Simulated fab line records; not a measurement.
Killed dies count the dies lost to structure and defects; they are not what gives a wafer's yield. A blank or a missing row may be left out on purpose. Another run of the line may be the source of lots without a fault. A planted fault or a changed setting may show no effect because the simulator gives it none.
2 desks looking at one fault -- flow sky130 -- every desk sees just its own numbers, and what lay behind them comes last

== AT THE TOOL OWNER'S DESK: litho-track-01 ==
The tool's own readings at SKY_FIELD_ISO_COAT_08 (resist thk 450 nm): means of the sampled wafers that have a number, for each lot that ran on this tool. Any lot whose mean is over 4 standard deviations away from the usual mean is out of limits and marked OUT; that distance is given in the brackets.
Columns: A = resist-line-temp-C at SKY_FIELD_ISO_COAT_08, usual 23.02 C; B = spin-speed-rpm at SKY_FIELD_ISO_COAT_08, usual 3000.3 rpm
lot,first seen here,A,B
L237,day 1 20:00,22.85,3000.3
L239,day 2 07:00,22.92,2998.7
L242,day 3 00:00,22.85,3000.6
L249,day 4 09:00,23.02,3001.0
L255,day 5 18:00,23.14,3231.0 (+99 or more) OUT
L256,day 5 21:00,23.05,3229.3 (+99 or more) OUT
L258,day 6 08:00,23.00,3229.5 (+99 or more) OUT
This desk's verdict: out of limits on L255, L256, L258, starting with L255 at day 5 18:00 (spin-speed-rpm at SKY_FIELD_ISO_COAT_08). L237, L239, L242, L249 stayed within limits.

== THE METROLOGY DESK ==
Means of the sampled wafers that have a number, per lot and without regard to the tool the lot ran on: this is what the gauges read. Any lot whose mean is over 4 standard deviations away from the usual mean is out of limits and marked OUT; that distance is given in the brackets.
Columns: A = FIELD_ISO_CVD_24_THK at SKY_FIELD_ISO_THK_MEAS_25, usual 599 nm; B = PWDE_OVL at SKY_PWDE_OVL_MEAS_07, usual 0.0 nm; C = PWDE_TW at SKY_PWDE_TW_MEAS_10, usual 375.7
lot,first seen here,A,B,C
L237,day 2 07:42,605,0.6,371.6
L238,day 2 15:51,598,-0.4,374.2
L239,day 2 19:57,605,-1.1,380.0
L240,day 2 23:23,598,-0.2,380.2
L242,day 3 11:20,597,-0.9,378.9
L244,day 3 20:56,603,0.7,374.6
L245,day 4 00:30,606,-2.1,379.6
L247,day 4 12:02,586,0.1,378.5
L249,day 4 21:57,597,1.0,376.1
L254,day 5 23:03,596,-0.8,375.1
L255,day 6 05:46,598,0.6,373.3
L256,day 6 08:52,597,0.9,373.1
L258,day 6 20:15,594,0.7,373.0
This desk's finding: nothing out of limits on any of the 13 lots.

== PUT TOGETHER ==
On L255, L256, L258, at day 5 18:00, an alarm was possible from the tool owner's desk.
Nothing out of limits was seen by the metrology desk.
The metrology desk holds a record of L255, L256, L258, inside its limits.
Every lot named ran SKY_FIELD_ISO_COAT_08 on litho-track-01.

== WHAT THE SIMULATOR HAD PUT IN ==
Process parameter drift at SKY_FIELD_ISO_COAT_08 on litho-track-01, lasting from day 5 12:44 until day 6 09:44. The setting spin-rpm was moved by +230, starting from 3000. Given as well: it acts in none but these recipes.
Struck lots among those shown: L255, L256, L258.
Delay in hours, fault start to first out-of-limits reading, by desk: the tool owner's desk at 5.
